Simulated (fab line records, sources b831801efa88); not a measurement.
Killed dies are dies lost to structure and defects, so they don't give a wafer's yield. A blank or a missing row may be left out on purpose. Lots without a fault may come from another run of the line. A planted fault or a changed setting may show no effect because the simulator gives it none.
Chamber matching | flow sky130 | SKY_FIELD_ISO_ETCH_17 on rie_si-01: 4 sister chambers
The step etches Si in HBr/Cl2/O2, target depth 342 nm, time 97.7 s. 4 wafers are shown with their chamber, then 8 later ones without.

WAFERS WITH THEIR CHAMBER
wafer  | chamber | drypump_motor_current_A (A)
L893.1 | 1       | 5.6
L893.3 | 0       | 5.9
L893.5 | 2       | 5.8
L894.3 | 3       | 6.1

WAFERS WITHOUT THEIR CHAMBER
wafer  | drypump_motor_current_A (A)
L894.4 | 5.9
L894.5 | 5.6
L895.1 | 5.9
L895.4 | 5.8
L895.6 | 6.1
L898.2 | 5.8
L898.3 | 6.2
L898.5 | 5.8

WHICH CHAMBER EACH WENT THROUGH
wafer  | from the rows above | in truth
L894.4 | 0                   | 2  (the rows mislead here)
L894.5 | 1                   | 1
L895.1 | 0                   | 0
L895.4 | 2                   | 2
L895.6 | 3                   | 3
L898.2 | 2                   | 2
L898.3 | 3                   | 3
L898.5 | 2                   | 2
Placed correctly: 7 of 8. Can't be placed from these rows: 0. Placed wrongly: 1.
How it was worked out, from the rows above alone: a wafer's distance from a chamber is the root of the sum, over the readings, of the square of ((its reading less the chamber's mean) divided by the reading's scatter). The wafer belongs to the nearest chamber; if the next one is less than 2 further off, it can't be placed. A chamber's mean is the mean of its shown wafers. The scatter: with one shown wafer a chamber, the root of the mean of the squares of how far each hidden wafer lies from its nearest shown one.
